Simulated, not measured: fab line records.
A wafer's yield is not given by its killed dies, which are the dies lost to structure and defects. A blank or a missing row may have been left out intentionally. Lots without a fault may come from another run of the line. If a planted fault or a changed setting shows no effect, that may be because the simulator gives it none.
Which tool did it? ; flow sky130 ; 24 lots, 72 wafers sampled, at 3 steps of a route of 708

WHAT EACH GAUGE READ, for each wafer
SKY_NWELL_OVL_MEAS_10.
lot;measured;on;NWELL_00_OVL (nm)
L074;day 4 23:48;overlay-01;-0.2 -3.0 -1.3
L075;day 5 00:19;overlay-01;-1.1 -1.9 -1.5
L076;day 5 07:33;overlay-02;-4.5 -3.2 -4.8
L077;day 5 07:54;overlay-01;-2.3 -3.0 -1.6
L078;day 5 15:01;overlay-01;-0.2 -4.0 0.6
L079;day 5 18:49;overlay-02;-2.6 -1.5 -3.2
L081;day 6 05:11;overlay-01;-3.9 -4.5 -4.8
L080;day 6 07:36;overlay-02;-2.9 -3.3 -2.5
L082;day 6 12:15;overlay-01;-0.3 0.9 -0.5
L083;day 6 19:59;overlay-02;-0.8 -0.4 -3.0
L084;day 7 01:47;overlay-01;-1.6 -1.9 -3.0
L085;day 7 07:18;overlay-01;-0.3 -0.8 0.7
L086;day 7 13:57;overlay-01;-0.7 -0.6 -1.0
L087;day 7 17:43;overlay-01;-1.3 -1.5 -2.6
L088;day 7 23:32;overlay-01;-1.7 -0.7 -1.7
L089;day 8 07:16;overlay-02;-1.2 0.1 -0.9
L090;day 8 13:04;overlay-01;-0.2 -0.9 -0.9
L091;day 8 16:16;overlay-02;-0.8 -0.4 -1.3
L092;day 8 21:34;overlay-01;-2.6 -1.2 -1.3
L093;day 9 05:01;overlay-01;-0.1 -1.2 -1.1
L094;day 9 11:07;overlay-01;-0.2 0.6 -1.3
L095;day 9 21:28;overlay-01;-1.4 -1.1 -0.4
L096;day 10 00:43;overlay-02;-3.9 -2.8 -2.9
L097;day 10 07:49;overlay-01;-1.3 -2.6 -1.5

SKY_SD_N_OVL_MEAS_08.
lot;measured;on;SD_N_OVL (nm)
L074;day 28 12:22;overlay-01;1.2 1.3 1.5
L075;day 28 14:31;overlay-02;1.9 0.1 0.5
L076;day 29 13:09;overlay-02;-1.4 -1.0 -3.0
L077;day 29 11:13;overlay-02;-2.0 -1.9 -1.5
L078;day 29 20:33;overlay-01;-0.3 0.2 0.0
L079;day 29 22:06;overlay-02;-0.5 -0.7 -3.1
L081;day 30 07:39;overlay-02;-1.4 -2.4 0.5
L080;day 30 11:55;overlay-01;-5.7 -4.9 -2.6
L082;day 30 20:13;overlay-01;1.2 -0.7 -0.1
L083;day 31 07:49;overlay-01;1.4 1.0 0.4
L084;day 31 16:22;overlay-02;-0.6 -0.6 -0.9
L085;day 31 21:07;overlay-01;0.0 1.4 -0.7
L086;day 32 03:19;overlay-01;-0.9 0.1 0.6
L087;day 32 13:19;overlay-01;-0.6 -1.0 -1.4
L088;day 32 20:01;overlay-02;-0.8 0.5 -1.3
L089;day 33 02:30;overlay-01;1.2 -0.5 -0.4
L090;day 33 14:34;overlay-01;0.7 0.5 -1.6
L091;day 33 14:13;overlay-01;-1.3 -2.7 -3.1
L092;day 33 22:13;overlay-01;-3.6 -0.4 -1.5
L093;day 34 07:52;overlay-01;-0.9 -2.0 -0.4
L094;day 34 09:31;overlay-01;-2.2 -2.5 -0.5
L095;day 34 23:52;overlay-01;1.8 -2.3 -2.5
L096;day 35 06:58;overlay-01;-0.9 -4.3 0.3
L097;day 35 11:55;overlay-01;-1.9 -2.0 -1.8

TOOL THAT RAN EACH LOT (tool first, then ch and the chambers of the sampled wafers, then the start)
lot;SKY_LDD_P_STRIP_10
L074;plasma-asher-01 ch 0,1, day 19 17:48
L075;plasma-asher-02 ch 0,1, day 19 20:37
L076;plasma-asher-02 ch 0,1, day 20 18:38
L077;plasma-asher-01 ch 0,1, day 20 16:12
L078;plasma-asher-01 ch 1, day 21 04:13
L079;plasma-asher-02 ch 0,1, day 21 05:31
L081;plasma-asher-04 ch 0,1, day 21 16:54
L080;plasma-asher-04 ch 0,1, day 21 21:45
L082;plasma-asher-04 ch 0,1, day 22 05:46
L083;plasma-asher-04 ch 0,1, day 22 19:36
L084;plasma-asher-04 ch 0,1, day 23 02:24
L085;plasma-asher-04 ch 0,1, day 23 10:04
L086;plasma-asher-04 ch 0,1, day 23 15:33
L087;plasma-asher-01 ch 0,1, day 24 04:09
L088;plasma-asher-04 ch 0,1, day 24 08:00
L089;plasma-asher-04 ch 1, day 24 17:39
L090;plasma-asher-02 ch 0,1, day 25 05:15
L091;plasma-asher-02 ch 0,1, day 25 04:39
L092;plasma-asher-04 ch 0,1, day 25 14:33
L093;plasma-asher-01 ch 0,1, day 26 01:50
L094;plasma-asher-04 ch 0,1, day 26 05:06
L095;plasma-asher-02 ch 0,1, day 26 19:30
L096;plasma-asher-01 ch 0,1, day 27 02:57
L097;plasma-asher-01 ch 0,1, day 27 07:42
- SKY_LDD_P_STRIP_10: strips in O2/N2.

WHAT THE TOOLS THEMSELVES READ (means of the sampled wafers that have a number; where no wafer has one, the mark that the record gives instead)
SKY_LDD_P_STRIP_10.
lot;tool;drypump-motor-current-A (A);oes-product-au (a.u.);strip-time-to-endpoint-s (s)
L074;plasma-asher-01;5.3;0.712;14.21
L075;plasma-asher-02;5.4;0.713;14.18
L076;plasma-asher-02;5.6;0.715;14.21
L077;plasma-asher-01;5.3;0.716;14.13
L078;plasma-asher-01;5.3;0.718;14.20
L079;plasma-asher-02;5.7;0.715;14.17
L081;plasma-asher-04;5.3;0.713;14.16
L080;plasma-asher-04;5.1;0.715;14.17
L082;plasma-asher-04;5.3;0.717;14.22
L083;plasma-asher-04;5.3;0.714;14.18
L084;plasma-asher-04;5.3;0.717;14.13
L085;plasma-asher-04;5.3;0.719;14.19
L086;plasma-asher-04;5.3;0.722;14.15
L087;plasma-asher-01;5.3;0.716;14.18
L088;plasma-asher-04;5.1;0.718;14.16
L089;plasma-asher-04;4.9;0.713;14.19
L090;plasma-asher-02;5.4;0.712;14.21
L091;plasma-asher-02;5.7;0.715;14.11
L092;plasma-asher-04;5.1;0.721;14.13
L093;plasma-asher-01;5.4;0.717;14.15
L094;plasma-asher-04;5.1;0.713;14.14
L095;plasma-asher-02;5.4;0.717;14.15
L096;plasma-asher-01;5.4;0.715;14.20
L097;plasma-asher-01;5.4;0.712;14.15

THE ANSWER, worked out from the rows above alone
Rule: what is usual is taken from the lots themselves. Put in order of their means at a reading, lots are off if they are a third of the lots or fewer, leave a main group of 4 or more, and stand apart from it by a gap of 3 or more times the standard deviation of the main group's means; of several such gaps the widest counts. A main group whose means are all the same, to the digits that the tables above print for the reading, isn't used. Also off: a lot with no number at a reading for which 4 or more lots have one. The other lots that the step has rows for count as sound. First the gauges in route order, then the tools' own readings, where a lot's mean is used as printed above. At the first step where some lot is off, the reading lying furthest off is the one used; lots without a number count as furthest.
Across all readings shown, no lot is off: no conclusion can be drawn from this.

WHAT WAS PUT IN BY THE SIMULATOR
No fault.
